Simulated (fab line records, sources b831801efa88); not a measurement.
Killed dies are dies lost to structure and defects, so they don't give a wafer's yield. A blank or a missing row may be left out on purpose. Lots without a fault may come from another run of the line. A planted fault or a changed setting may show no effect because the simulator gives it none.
fab line records | flow sky130
record lots=5 wafers=15 last_day=50
route steps=708 shown LDD_LDN@289 PAD_OPEN@708
lots that met no fault: from a run of the same line without faults
start_h: hours from the record's first day to the start of the lot's first wafer shown | wait_h: hours since the lot's step before | " the same as in the row above | L1.1+2: a row that stands for several wafers | - no value, or no start given | * or withheld: withheld | < > ~ a bound
route shown NAME@n: a module of which the file shows steps, and the number in the route of the first | usual: mean/standard deviation of fault-free wafers | same: alike in all rows | chamber/n: place in a boat | sites: the reading at each site | _std_site: their standard deviation | _edge_site: outer sites' mean less inner sites' | radius_mm: how far each site lies from the wafer's centre | mask NAME#n: copy n | behind: the tool/chamber that last shaped the wafer | hold: why the lot was held/for how many hours/how that ended | device: the transistor (n, p or np) that didn't switch | end of line: the same wafers' tests at the end of the route | a step without rows: its recipe alone | killed: dies lost to structure and defects at the first sort, not the wafer's yield | map: a wafer's dies, x killed, . not, _ none there
set.NAME: the setting as run; set.NAME@STEP: as run at that earlier step | model.NAME: the simulator's own value behind a step, which no gauge read
lots at some steps of the route; a table a step, a row a wafer
services: from which hour (start_h, from the record's first day; less than 0 if before it) a tool's chamber was out of use, for how many hours, and why
## steps
# step SKY_LDD_LDN_DEHYDRATE_00
# recipe temp_c=200 time_s=60
# step SKY_LDD_LDN_HMDS_01
# recipe prime_time_s=60 prime_temp_c=120
# step SKY_LDD_LDN_COAT_02
# recipe resist=NOVOLAK spin_rpm=3000 resist_thk_nm=1140
# step SKY_LDD_LDN_SOFTBAKE_03
# recipe temp_c=90 time_s=60 resist=NOVOLAK
# step SKY_LDD_LDN_EXPOSE_04
# recipe mask_id=LDNTM na=0.6 source_shape=conventional sigma_outer=0.6 polarization=unpolarized target_cd_nm=700 dose_mj=140
# step SKY_LDD_LDN_PEB_05
# recipe temp_c=withheld time_s=* resist=NOVOLAK
# step SKY_LDD_LDN_DEVELOP_06
# recipe resist=NOVOLAK developer=TMAH develop_time_s=60 dev_temp_c=23
# step SKY_LDD_LDN_OVL_MEAS_07
# usual LDD_LDN_OVL=0.7/1.6
# columns lot.wafer tool chamber start_h wait_h LDD_LDN_OVL[nm]
L222.1 overlay-02 - 562.85 0.1 -0.3
L222.2 " - " " -1.1
L222.6 " - " " 1.8
L225.1 overlay-02 - 587.05 0.1 0.4
L225.4 " - " " -0.2
L225.6 " - " " -0.4
L235.2 overlay-01 - 664.05 0.1 1.9
L235.4 " - " " 1.4
L235.6 " - " " 0.6
L238.2 overlay-02 - 685.40 0.1 0.9
L238.3 " - " " 0.1
L238.4 " - " " -1.8
L241.1 overlay-01 - 711.60 0.1 0.6
L241.3 " - " " 0.8
L241.6 " - " " 0.7
# step SKY_LDD_LDN_IMPLANT_08
# recipe species=As energy_kev=15 dose_cm2=1.25e+13 tilt_deg=withheld rotation_deg=23
# step SKY_LDD_LDN_IMPLANT_09
# recipe species=As energy_kev=15 dose_cm2=1.25e+13 tilt_deg=withheld rotation_deg=113
# step SKY_LDD_LDN_IMPLANT_10
# recipe species=As energy_kev=15 dose_cm2=1.25e+13 tilt_deg=withheld rotation_deg=203
# step SKY_LDD_LDN_IMPLANT_11
# recipe species=As energy_kev=15 dose_cm2=1.25e+13 tilt_deg=withheld rotation_deg=293
# step SKY_LDD_LDN_STRIP_12
# recipe chemistry=O2/N2 power_w=1400 pressure_mtorr=1500 platen_temp_c=withheld o2_flow_sccm=3000 n2_flow_sccm=300 overash_fraction=0.5
# usual drypump_motor_current_A=5.6/0.38 oes_product_au=0.716/0.0048 strip_time_to_endpoint_s=14.17/0.042
# same overash_fraction=0.5
# columns lot.wafer tool chamber start_h wait_h drypump_motor_current_A oes_product_au rf_hours_counter_h strip_time_to_endpoint_s model.NOVOLAK_of_LDD_LDN_COAT_02.thk_nm
L222.1 plasma_asher-04 0 563.48 0.1 5.6 0.710 39 14.11 0
L222.2 " 1 " " 5.6 0.718 39 14.12 0
L222.6 " 0 " " 5.7 0.720 - 14.12 0
L225.1 plasma_asher-01 0 587.98 0.1 6.0 0.950 16 - 192.9
L225.4 " 1 " " 6.0 0.948 - - 192.7
L225.6 " 1 " " 6.0 0.948 - - 192.6
L235.2 plasma_asher-01 1 664.68 0.1 6.0 0.720 23 14.21 0
L235.4 " 1 " " 6.0 0.724 - 14.22 0
L235.6 " 0 " " 5.9 0.715 - 14.18 0
L238.2 plasma_asher-03 0 686.06 0.1 4.9 0.719 85 14.23 0
L238.3 " 1 " " 5.2 0.717 - 14.22 0
L238.4 " 0 " " 4.9 0.719 - 14.21 0
L241.1 plasma_asher-03 0 712.23 0.1 4.9 0.715 88 14.16 0
L241.3 " 1 " " 5.2 0.715 - 14.16 0
L241.6 " 0 " " 4.9 0.718 - 14.19 0
# step SKY_LDD_LDN_TW_MEAS_13
# usual LDD_LDN_TW=1465/7.5
# columns lot.wafer tool chamber start_h wait_h LDD_LDN_TW
L222.1 film_metro-02 - 563.58 0.1 1460
L222.2 " - " " 1470
L222.6 " - " " 1468
L225.1 film_metro-02 - 588.08 0.1 1466
L225.4 " - " " 1468
L225.6 " - " " 1471
L235.2 film_metro-01 - 664.79 0.1 1474
L235.4 " - " " 1473
L235.6 " - " " 1464
L238.2 film_metro-02 - 686.17 0.1 1464
L238.3 " - " " 1465
L238.4 " - " " 1463
L241.1 film_metro-01 - 712.33 0.1 1450
L241.3 " - " " 1451
L241.6 " - " " 1449
# step SKY_PAD_OPEN_PROBE_99
# usual killed_at_M0_to_M3=43/7.3 killed_at_M4_up=3.6/1.9 killed_at_contacts=23/5.3 killed_at_front_end=15/4.5 killed_at_other=0.3/0.72 killed_dies=85/9.4 killed_on_rim=17/4.2 killed_open=46/6.7 killed_short=38/6.8
# same gross_dies=492 killed_at_back_side=0
# columns lot.wafer tool chamber start_h wait_h hold killed_at_M0_to_M3 killed_at_M4_up killed_at_contacts killed_at_front_end killed_at_other killed_dies killed_on_rim killed_open killed_short
L222.1 prober-01 - 1099.06 0.1 - 46 5 16 9 0 76 6 38 38
L222.2 prober-01 - 1099.11 0.1 - 49 5 23 13 2 92 24 47 43
L222.6 prober-01 - 1099.31 0.2 - 31 2 19 10 0 62 15 37 25
L225.1 prober-02 - 1120.52 0.1 await_dispo/1.5h/scrap 48 2 28 413 1 492 96 47 49
L225.4 prober-02 - 1120.67 0.2 await_dispo/1.5h/scrap 34 2 17 439 0 492 96 42 22
L225.6 prober-02 - 1120.77 0.2 await_dispo/1.5h/scrap 45 1 31 415 0 492 96 57 35
L235.2 prober-01 - 1169.52 0.1 - 41 7 20 14 0 82 14 39 42
L235.4 prober-01 - 1169.62 0.2 - 52 3 14 20 0 89 12 42 46
L235.6 prober-01 - 1169.72 0.2 - 41 4 20 18 0 83 19 46 37
L238.2 prober-01 - 1182.82 0.1 - 44 4 25 14 0 87 21 45 42
L238.3 prober-01 - 1182.87 0.2 - 46 5 27 8 0 86 20 47 39
L238.4 prober-01 - 1182.92 0.2 - 33 5 15 15 0 68 15 39 29
L241.1 prober-02 - 1198.08 0.1 - 33 1 18 20 0 72 9 38 34
L241.3 prober-02 - 1198.18 0.2 - 51 3 17 13 0 84 17 43 41
L241.6 prober-02 - 1198.33 0.2 - 42 3 32 12 1 90 18 42 48
# killed by level:class
L222.1 VIA2:geometric_particle:open=11 METAL2:geometric_particle:short=7 METAL1:geometric_particle:short=6 VIA3:geometric_particle:open=6 VIA3:geometric_particle:short=5 FIELD_ISO:geometric_particle:open=4 CONTACT:geometric_particle:open=4 CONTACT:geometric_particle:short=4
L222.2 VIA3:geometric_particle:open=9 METAL2:geometric_particle:short=8 LI_CONTACT:geometric_particle:open=7 VIA1:geometric_particle:open=7 FIELD_ISO:geometric_particle:open=5 LI_CONTACT:geometric_particle:short=5 CONTACT:geometric_particle:open=5 VIA2:geometric_particle:open=5
L222.6 CONTACT:geometric_particle:open=8 VIA3:geometric_particle:open=8 VIA1:geometric_particle:open=6 LI_CONTACT:geometric_particle:open=5 VIA2:geometric_particle:open=4 VIA3:geometric_particle:short=4 LOCAL_INTERCONNECT:geometric_particle:short=3 METAL2:geometric_particle:short=3
L225.1 SPACER:area_cvd=396 METAL2:geometric_particle:short=10 VIA2:geometric_particle:open=9 CONTACT:geometric_particle:open=9 VIA1:geometric_particle:open=8 POLY_GATE:geometric_particle:open=5 LI_CONTACT:geometric_particle:short=5 LI_CONTACT:geometric_particle:open=5
L225.4 SPACER:area_cvd=428 CONTACT:geometric_particle:open=9 VIA1:geometric_particle:open=7 VIA2:geometric_particle:open=7 VIA3:geometric_particle:open=6 FIELD_ISO:geometric_particle:short=5 LI_CONTACT:geometric_particle:open=4 METAL1:geometric_particle:short=3
L225.6 SPACER:area_cvd=400 VIA1:geometric_particle:open=12 CONTACT:geometric_particle:open=9 VIA3:geometric_particle:open=9 CONTACT:geometric_particle:short=7 LI_CONTACT:geometric_particle:open=7 LOCAL_INTERCONNECT:geometric_particle:short=5 METAL2:geometric_particle:short=5
L235.2 VIA1:geometric_particle:open=10 METAL1:geometric_particle:short=7 POLY_GATE:geometric_particle:short=6 LOCAL_INTERCONNECT:geometric_particle:short=6 LI_CONTACT:geometric_particle:open=5 CONTACT:geometric_particle:open=5 VIA3:geometric_particle:open=5 VIA2:geometric_particle:open=4
L235.4 VIA2:geometric_particle:open=9 VIA1:geometric_particle:short=7 VIA2:geometric_particle:short=7 CONTACT:geometric_particle:open=6 VIA1:geometric_particle:open=6 SPACER:geometric_particle:short=5 LI_CONTACT:geometric_particle:open=5 VIA3:geometric_particle:open=5
L235.6 VIA2:geometric_particle:open=9 CONTACT:geometric_particle:open=8 METAL2:geometric_particle:short=7 LI_CONTACT:geometric_particle:open=6 POLY_GATE:geometric_particle:open=5 VIA1:geometric_particle:short=5 VIA1:geometric_particle:open=5 VIA3:geometric_particle:open=5
L238.2 VIA2:geometric_particle:open=9 METAL1:geometric_particle:short=9 VIA1:geometric_particle:open=8 CONTACT:geometric_particle:open=7 POLY_GATE:geometric_particle:open=6 LOCAL_INTERCONNECT:geometric_particle:short=6 VIA3:geometric_particle:open=6 LI_CONTACT:geometric_particle:short=5
L238.3 VIA1:geometric_particle:open=16 LI_CONTACT:geometric_particle:open=9 CONTACT:geometric_particle:open=6 METAL2:geometric_particle:short=6 CONTACT:geometric_particle:short=5 METAL4:geometric_particle:short=4 METAL1:geometric_particle:short=4 VIA1:geometric_particle:short=4
L238.4 VIA1:geometric_particle:open=11 LI_CONTACT:geometric_particle:open=8 POLY_GATE:geometric_particle:open=5 VIA2:geometric_particle:open=5 METAL4:geometric_particle:short=5 FIELD_ISO:geometric_particle:short=4 POLY_GATE:geometric_particle:short=4 METAL2:geometric_particle:short=4
L241.1 VIA1:geometric_particle:open=9 FIELD_ISO:geometric_particle:open=7 METAL2:geometric_particle:short=5 VIA3:geometric_particle:open=5 POLY_GATE:geometric_particle:open=4 LI_CONTACT:geometric_particle:short=4 CONTACT:geometric_particle:short=4 VIA2:geometric_particle:open=4
L241.3 METAL1:geometric_particle:short=11 VIA1:geometric_particle:open=8 METAL2:geometric_particle:short=7 CONTACT:geometric_particle:open=7 VIA3:geometric_particle:open=7 SPACER:geometric_particle:open=4 VIA1:geometric_particle:short=4 VIA2:geometric_particle:open=4
L241.6 CONTACT:geometric_particle:open=13 VIA1:geometric_particle:open=8 METAL1:geometric_particle:short=7 LOCAL_INTERCONNECT:geometric_particle:short=6 METAL2:geometric_particle:short=6 CONTACT:geometric_particle:short=5 LI_CONTACT:geometric_particle:open=5 FIELD_ISO:geometric_particle:open=4
# map L225.1 (x killed, . not)
__________xxxxxxxxxx_________
________xxxxxxxxxxxxxx_______
______xxxxxxxxxxxxxxxxxx_____
_____xxxxxxxxxxxxxxxxxxxx____
____xxxxxxxxxxxxxxxxxxxxxx___
___xxxxxxxxxxxxxxxxxxxxxxxx__
__xxxxxxxxxxxxxxxxxxxxxxxxxx_
_xxxxxxxxxxxxxxxxxxxxxxxxxxxx
_xxxxxxxxxxxxxxxxxxxxxxxxxxxx
_xxxxxxxxxxxxxxxxxxxxxxxxxxxx
_xxxxxxxxxxxxxxxxxxxxxxxxxxxx
_xxxxxxxxxxxxxxxxxxxxxxxxxxxx
_xxxxxxxxxxxxxxxxxxxxxxxxxxxx
_xxxxxxxxxxxxxxxxxxxxxxxxxxxx
_xxxxxxxxxxxxxxxxxxxxxxxxxxxx
__xxxxxxxxxxxxxxxxxxxxxxxxxx_
___xxxxxxxxxxxxxxxxxxxxxxxx__
____xxxxxxxxxxxxxxxxxxxxxx___
_____xxxxxxxxxxxxxxxxxxxx____
______xxxxxxxxxxxxxxxxxx_____
________xxxxxxxxxxxxxx_______
__________xxxxxxxxxx_________
# map L235.4 (x killed, . not)
__________..xx....x._________
________..........x..._______
______........x........x_____
_____...x.x..xx...x......____
____x...x..........x.x....___
___...xx..xx...x...x.......__
__....................x....._
_x....xx.x.xx.xxxx.....xx....
_.....x...x.x............x...
_...x.......x................
_...x....xx....x....x.....x..
_.x..xx...x....xx....xx...x..
_x.........x.....x...xx......
_.............x......x.....x.
_.....x....x...........x..xx.
__...........xx..x......x.x._
___..x.xx.........x......x.__
____................x.xx..___
_____...x.x.......x.x....____
______........x........._____
________......x......._______
__________.......xx._________
## services
# columns tool chamber start_h hours kind
plasma_asher-04 - 624.79 3.3 repair
plasma_asher-01 - 635.72 3.7 repair
plasma_asher-03 - 670.78 7.8 repair
plasma_asher-04 - 684.90 11.5 repair
## key
first_sign step=SKY_LDD_LDN_STRIP_12 reading=oes_product_au direction=up sigmas=49 usual=0.716 struck=0.949
effect step=SKY_PAD_OPEN_PROBE_99 reading=killed_at_front_end direction=up sigmas=92 usual=15 struck=422
model_effect step=SKY_LDD_LDN_STRIP_12 value=NOVOLAK_of_LDD_LDN_COAT_02.thk_nm without=0 struck=192.8
more_kills_born_at SKY_SPACER_CVD_00@lpcvd-02=1224
met_at SKY_LDD_LDN_STRIP_12
struck_wafers L225.1,L225.4,L225.6
later_rows_left_out L225.1,L225.4,L225.6
tester_left_out L225
fault kind=strip_aborted tool=plasma_asher-01 chamber=- onset_h=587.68 steps=SKY_LDD_LDN_STRIP_12 offset=0.46892 end_h=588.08
# tester_left_out: of these lots the tester's yield and bins aren't shown, on N5 and GAA mostly nor the transistor test; their killed dies are dies lost to structure and defects alone, not to doping, threshold or leakage, so they don't give the yield
# later_rows_left_out: the simulator's readings of these wafers behind a module that went badly wrong aren't trusted and aren't shown, but for the sort
